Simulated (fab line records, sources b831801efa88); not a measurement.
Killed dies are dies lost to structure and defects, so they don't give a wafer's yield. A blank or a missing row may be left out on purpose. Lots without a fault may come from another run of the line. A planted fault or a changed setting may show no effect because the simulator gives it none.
fab line records | flow sfq_line
record lots=13 wafers=39 last_day=81
route steps=325 shown L0@13 L0V@23 M0@29 M1@60
lots that met no fault: from a run of the same line without faults
start_h: hours from the record's first day to the start of the lot's first wafer shown | wait_h: hours since the lot's step before | " the same as in the row above | L1.1+2: a row that stands for several wafers | - no value, or no start given | * or withheld: withheld | < > ~ a bound
route shown NAME@n: a module of which the file shows steps, and the number in the route of the first | usual: mean/standard deviation of fault-free wafers | same: alike in all rows | chamber/n: place in a boat | sites: the reading at each site | _std_site: their standard deviation | _edge_site: outer sites' mean less inner sites' | radius_mm: how far each site lies from the wafer's centre | mask NAME#n: copy n | behind: the tool/chamber that last shaped the wafer | hold: why the lot was held/for how many hours/how that ended | device: the transistor (n, p or np) that didn't switch | end of line: the same wafers' tests at the end of the route | a step without rows: its recipe alone | killed: dies lost to structure and defects at the first sort, not the wafer's yield | map: a wafer's dies, x killed, . not, _ none there
set.NAME: the setting as run; set.NAME@STEP: as run at that earlier step | model.NAME: the simulator's own value behind a step, which no gauge read
steps of the route over a sample of lots; a table a step, a row a wafer
services: from which hour (start_h, from the record's first day; less than 0 if before it) a tool's chamber was out of use, for how many hours, and why
## steps
# step SFQ_TRILAYER_L0_ETCH_METAL_ETCH_008
# recipe target=MoNx_KI stop_on=SiO2 mask_material=PR chemistry=SF6/O2 target_depth_nm=50 icp_w=600 bias_w=80 pressure_mtorr=10 time_s=25
# usual drypump_motor_current_A=6.02/0.28 oes_product_au=0.873/0.008
# columns lot.wafer tool chamber start_h wait_h drypump_motor_current_A oes_product_au rf_hours_counter_h
L685.4 rie_metal-01 1 80.54 0.1 5.79 0.889 -
L685.5 " 1 " " 5.81 0.882 -
L685.6 " 1 " " 5.79 0.878 -
L686.3 rie_metal-02 1 85.25 0.0 6.21 0.868 -
L686.4 " 0 " " 6.35 0.864 -
L686.5 " 0 " " 6.39 0.864 -
L688.1 rie_metal-01 1 96.03 0.0 5.83 0.876 187
L688.2 " 0 " " 5.70 0.868 2
L688.4 " 0 " " 5.70 0.877 -
L689.3 rie_metal-03 1 103.37 0.0 6.30 0.866 -
L689.5 " 1 " " 6.31 0.871 -
L689.6 " 0 " " 5.75 0.869 -
L690.2 rie_metal-02 1 111.76 0.0 6.22 0.870 161
L690.5 " 0 " " 6.38 0.869 -
L690.6 " 1 " " 6.21 0.861 -
L691.1 rie_metal-02 1 116.56 0.0 6.21 0.881 161
L691.2 " 0 " " 6.40 0.875 46
L691.5 " 1 " " 6.23 0.864 -
L692.1 rie_metal-03 0 123.76 0.0 5.73 0.866 186
L692.3 " 1 " " 6.31 0.867 -
L692.6 " 1 " " 6.31 0.876 -
L693.2 rie_metal-01 1 128.56 0.0 5.82 0.871 191
L693.3 " 0 " " 5.69 0.875 -
L693.4 " 1 " " 5.81 0.870 -
L696.1 rie_metal-01 0 149.47 0.0 5.71 0.867 8
L696.2 " 1 " " 5.81 0.882 193
L696.4 " 0 " " 5.71 0.887 -
L697.3 rie_metal-02 0 153.09 0.0 6.40 0.871 -
L697.4 " 1 " " 6.22 0.883 -
L697.6 " 1 " " 6.25 0.876 -
L699.1 rie_metal-01 1 167.47 0.0 5.82 0.865 196
L699.4 " 1 " " 5.81 0.873 -
L699.6 " 1 " " 5.85 0.869 -
L702.1 rie_metal-01 0 192.73 0.1 5.69 0.864 17
L702.4 " 0 " " 5.70 0.864 -
L702.5 " 0 " " 5.71 0.868 -
L704.2 rie_metal-02 0 204.67 0.0 6.35 0.875 59
L704.3 " 0 " " 6.39 0.880 -
L704.5 " 1 " " 6.18 0.880 -
# step SFQ_L0V_OVL_MEAS_903
# usual L0V_OVL=2/5.2
# columns lot.wafer tool chamber start_h wait_h L0V_OVL[nm]
L685.4 overlay-01 - 166.23 0.1 -8
L685.5 " - " " 1
L685.6 " - " " -1
L686.3 overlay-01 - 172.22 0.1 5
L686.4 " - " " 4
L686.5 " - " " 1
L688.1 overlay-01 - 191.41 0.1 1
L688.2 " - " " 4
L688.4 " - " " -3
L689.3 overlay-02 - 201.02 0.1 -8
L689.5 " - " " 1
L689.6 " - " " 0
L690.2 overlay-01 - 209.42 0.1 9
L690.5 " - " " 2
L690.6 " - " " 7
L691.1 overlay-01 - 215.80 0.1 3
L691.2 " - " " 5
L691.5 " - " " 3
L692.1 overlay-02 - 223.00 0.1 1
L692.3 " - " " 7
L692.6 " - " " 10
L693.2 overlay-02 - 227.80 0.1 -6
L693.3 " - " " -3
L693.4 " - " " -4
L696.1 overlay-02 - 251.92 0.1 -7
L696.2 " - " " -4
L696.4 " - " " 1
L697.3 overlay-02 - 255.54 0.1 10
L697.4 " - " " 13
L697.6 " - " " 7
L699.1 overlay-02 - 273.60 0.1 2
L699.4 " - " " 12
L699.6 " - " " 12
L702.1 overlay-02 - 295.12 0.1 -8
L702.4 " - " " -10
L702.5 " - " " -8
L704.2 overlay-02 - 308.33 0.1 4
L704.3 " - " " 2
L704.5 " - " " 2
# step SFQ_TRILAYER_M0_DEP_SPUTTER_019
# recipe material=Nb base_pressure_pa=1.33e-06 chamber_pressure_pa=0.1333 substrate_temp_c=20 resputter_cathode_voltage_v=400 target_thk_nm=200 power_w=2000 time_s=133.3
# usual resputter_cathode_voltage_v=400/3.7 throttle_valve_pct=30.1/0.65
# columns lot.wafer tool chamber start_h wait_h resputter_cathode_voltage_v throttle_valve_pct
L685.4 pvd_sputter-06 - 167.13 0.0 405 28.7
L685.5 " - " " 405 29.5
L685.6 " - " " 404 28.5
L686.3 pvd_sputter-03 - 173.13 0.0 396 30.0
L686.4 " - " " 395 30.0
L686.5 " - " " 401 29.7
L688.1 pvd_sputter-03 - 192.33 0.0 397 30.1
L688.2 " - " " 404 30.6
L688.4 " - " " 401 30.0
L689.3 pvd_sputter-03 - 201.93 0.0 407 29.6
L689.5 " - " " 398 29.7
L689.6 " - " " 401 30.1
L690.2 pvd_sputter-05 - 210.35 0.0 397 30.1
L690.5 " - " " 396 30.2
L690.6 " - " " 399 30.1
L691.1 pvd_sputter-06 - 216.90 0.0 404 29.6
L691.2 " - " " 401 28.7
L691.5 " - " " 395 30.5
L692.1 pvd_sputter-05 - 224.10 0.0 395 31.3
L692.3 " - " " 403 30.5
L692.6 " - " " 396 31.0
L693.2 pvd_sputter-03 - 228.90 0.0 399 30.4
L693.3 " - " " 403 29.7
L693.4 " - " " 407 29.6
L696.1 pvd_sputter-06 - 252.89 0.0 402 29.4
L696.2 " - " " 399 30.5
L696.4 " - " " 407 28.8
L697.3 pvd_sputter-06 - 256.46 0.0 395 29.9
L697.4 " - " " 396 28.6
L697.6 " - " " 403 28.7
L699.1 pvd_sputter-06 - 274.54 0.0 404 28.8
L699.4 " - " " 401 28.7
L699.6 " - " " 401 30.6
L702.1 pvd_sputter-05 - 296.65 0.0 401 30.2
L702.4 " - " " 405 31.1
L702.5 " - " " 391 29.9
L704.2 pvd_sputter-05 - 309.25 0.0 400 30.0
L704.3 " - " " 403 29.9
L704.5 " - " " 398 31.2
# step SFQ_M0_RS_MEAS_904
# recipe thk_meas_gauge=four-point-probe reads=Nb_of_TRILAYER_M0_DEP_SPUTTER_019
# usual M0_NB_RS=0.889/0.0087
# columns lot.wafer tool chamber start_h wait_h M0_NB_RS[ohm/sq]
L685.4 film_metro-02 - 167.28 0.1 0.895
L685.5 " - " " 0.889
L685.6 " - " " 0.895
L686.3 film_metro-01 - 173.26 0.1 0.886
L686.4 " - " " 0.904
L686.5 " - " " 0.884
L688.1 film_metro-01 - 192.42 0.0 0.893
L688.2 " - " " 0.895
L688.4 " - " " 0.874
L689.3 film_metro-02 - 202.06 0.1 0.885
L689.5 " - " " 0.883
L689.6 " - " " 0.875
L690.2 film_metro-04 - 210.46 0.1 0.895
L690.5 " - " " 0.882
L690.6 " - " " 0.889
L691.1 film_metro-01 - 216.99 0.0 0.911
L691.2 " - " " 0.913
L691.5 " - " " 0.893
L692.1 film_metro-04 - 224.19 0.0 0.885
L692.3 " - " " 0.883
L692.6 " - " " 0.894
L693.2 film_metro-01 - 229.01 0.1 0.900
L693.3 " - " " 0.883
L693.4 " - " " 0.891
L696.1 film_metro-04 - 252.98 0.0 0.908
L696.2 " - " " 0.891
L696.4 " - " " 0.899
L697.3 film_metro-04 - 256.59 0.1 0.904
L697.4 " - " " 0.899
L697.6 " - " " 0.897
L699.1 film_metro-01 - 274.63 0.0 0.899
L699.4 " - " " 0.901
L699.6 " - " " 0.887
L702.1 film_metro-04 - 296.74 0.0 0.874
L702.4 " - " " 0.874
L702.5 " - " " 0.875
L704.2 film_metro-01 - 309.36 0.1 0.885
L704.3 " - " " 1.390
L704.5 " - " " 0.887
# step SFQ_TRILAYER_M0_ETCH_METAL_ETCH_024
# recipe target=Nb stop_on=SiO2 mask_material=PR chemistry=Cl2/Ar target_depth_nm=240 icp_w=600 bias_w=80 pressure_mtorr=10 time_s=120
# usual drypump_motor_current_A=6.0/0.4 oes_product_au=0.894/0.0069
# columns lot.wafer tool chamber start_h wait_h drypump_motor_current_A oes_product_au rf_hours_counter_h
L685.4 rie_metal-04 0 270.06 0.1 5.3 0.893 -
L685.5 " 1 " " 5.8 0.900 -
L685.6 " 0 " " 5.3 0.883 -
L686.3 rie_metal-02 1 277.26 0.1 6.2 0.896 -
L686.4 " 0 " " 6.4 0.883 -
L686.5 " 1 " " 6.2 0.897 -
L688.1 rie_metal-02 0 292.88 0.1 6.4 0.883 78
L688.2 " 0 " " 6.4 0.894 -
L688.4 " 0 " " 6.4 0.896 -
L689.3 rie_metal-02 0 302.56 0.1 6.4 0.894 -
L689.5 " 0 " " 6.4 0.899 -
L689.6 " 0 " " 6.4 0.904 -
L690.2 rie_metal-03 1 314.23 0.0 6.3 0.889 8
L690.5 " 0 " " 5.8 0.896 -
L690.6 " 1 " " 6.3 0.898 -
L691.1 rie_metal-04 0 322.63 0.0 5.3 0.877 133
L691.2 " 1 " " 5.8 0.880 27
L691.5 " 1 " " 5.8 0.887 -
L692.1 rie_metal-04 0 332.23 0.0 5.3 0.892 135
L692.3 " 1 " " 5.8 0.895 -
L692.6 " 0 " " 5.3 0.894 -
L693.2 rie_metal-04 0 337.41 0.0 5.3 0.899 136
L693.3 " 0 " " 5.3 0.897 -
L693.4 " 1 " " 5.8 0.895 -
L696.1 rie_metal-03 0 360.21 0.0 5.7 0.884 25
L696.2 " 1 " " 6.3 0.893 14
L696.4 " 0 " " 5.7 0.890 -
L697.3 rie_metal-04 1 362.65 0.1 5.8 0.887 -
L697.4 " 0 " " 5.3 0.897 -
L697.6 " 1 " " 5.9 0.883 -
L699.1 rie_metal-02 1 389.71 0.0 6.3 0.886 14
L699.4 " 1 " " 6.2 0.883 -
L699.6 " 0 " " 6.4 0.900 -
L702.1 rie_metal-04 0 418.55 0.0 5.3 0.901 147
L702.4 " 0 " " 5.3 0.901 -
L702.5 " 0 " " 5.3 0.900 -
L704.2 rie_metal-02 1 434.15 0.0 6.2 0.899 23
L704.3 " 0 " " 6.4 0.705 -
L704.5 " 1 " " 6.2 0.903 -
# step SFQ_M1_RS_MEAS_909
# recipe thk_meas_gauge=four-point-probe reads=Nb_of_TRILAYER_M1_DEP_SPUTTER_037
# usual M1_NB_RS=0.889/0.0098
# columns lot.wafer tool chamber start_h wait_h M1_NB_RS[ohm/sq]
L685.4 film_metro-03 - 394.37 0.1 0.877
L685.5 " - " " 0.887
L685.6 " - " " 0.884
L686.3 film_metro-03 - 400.34 0.1 0.903
L686.4 " - " " 0.901
L686.5 " - " " 0.903
L688.1 film_metro-02 - 433.94 0.0 0.892
L688.2 " - " " 0.892
L688.4 " - " " 0.890
L689.3 film_metro-03 - 442.42 0.1 0.895
L689.5 " - " " 0.901
L689.6 " - " " 0.893
L690.2 film_metro-02 - 450.76 0.1 0.908
L690.5 " - " " 0.901
L690.6 " - " " 0.913
L691.1 film_metro-03 - 461.28 0.0 0.876
L691.2 " - " " 0.871
L691.5 " - " " 0.869
L692.1 film_metro-02 - 470.91 0.1 0.878
L692.3 " - " " 0.885
L692.6 " - " " 0.889
L693.2 film_metro-01 - 480.05 0.1 0.892
L693.3 " - " " 0.883
L693.4 " - " " 0.889
L696.1 film_metro-03 - 506.43 0.0 0.890
L696.2 " - " " 0.898
L696.4 " - " " 0.891
L697.3 film_metro-02 - 510.07 0.1 0.875
L697.4 " - " " 0.882
L697.6 " - " " 0.885
L699.1 film_metro-01 - 534.03 0.0 0.906
L699.4 " - " " 0.903
L699.6 " - " " 0.900
L702.1 film_metro-02 - 556.83 0.0 0.881
L702.4 " - " " 0.870
L702.5 " - " " 0.888
L704.2 film_metro-01 - 572.45 0.1 0.884
L704.3 " - " " 0.866
L704.5 " - " " 0.870
## services
# columns tool chamber start_h hours kind
rie_metal-01 0 58.68 - clean
pvd_sputter-03 - 82.41 14.4 repair
rie_metal-02 - 91.96 2.8 pm
pvd_sputter-05 - 161.86 15.2 repair
pvd_sputter-03 - 183.13 1.1 repair
pvd_sputter-03 - 202.84 5.4 repair
pvd_sputter-05 - 217.91 3.3 repair
rie_metal-03 0 218.62 7.1 repair
rie_metal-03 - 221.62 0.5 repair
pvd_sputter-03 - 246.40 0.8 repair
pvd_sputter-05 - 271.58 3.3 repair
rie_metal-02 1 281.69 - clean
rie_metal-02 1 281.69 20.9 scheduled_down
rie_metal-02 1 281.69 20.9 vent_cycle
rie_metal-03 - 332.40 2.8 pm
rie_metal-03 - 335.15 1.4 pm
rie_metal-03 1 335.28 2.1 repair
rie_metal-04 - 366.05 0.5 repair
rie_metal-03 - 375.93 0.9 repair
pvd_sputter-03 - 388.47 8.4 repair
rie_metal-03 - 403.60 28.1 pm
pvd_sputter-06 - 410.25 1.7 repair
rie_metal-01 0 412.82 17.0 repair
rie_metal-04 - 426.55 2.8 pm
## key
first_sign step=SFQ_M0_RS_MEAS_904 reading=M0_NB_RS direction=up sigmas=58 usual=0.889 struck=1.390
effect step=SFQ_TRILAYER_M0_ETCH_METAL_ETCH_024 reading=oes_product_au direction=down sigmas=28 usual=0.894 struck=0.705
met_at SFQ_TRILAYER_M0_DEP_SPUTTER_019
struck_lots L704
struck_wafers L704.3
not_acting_at SFQ_TRILAYER_L0_ETCH_METAL_ETCH_008,SFQ_L0V_OVL_MEAS_903,SFQ_M1_RS_MEAS_909
onset_between 224.10 309.25
fault kind=process_parameter_drift tool=pvd_sputter-05 chamber=- onset_h=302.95 steps=SFQ_TRILAYER_M0_DEP_SPUTTER_019 channel=time_s offset=* shape=step end_h=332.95 acts_in=* stated=* scope=struck_wafers_only
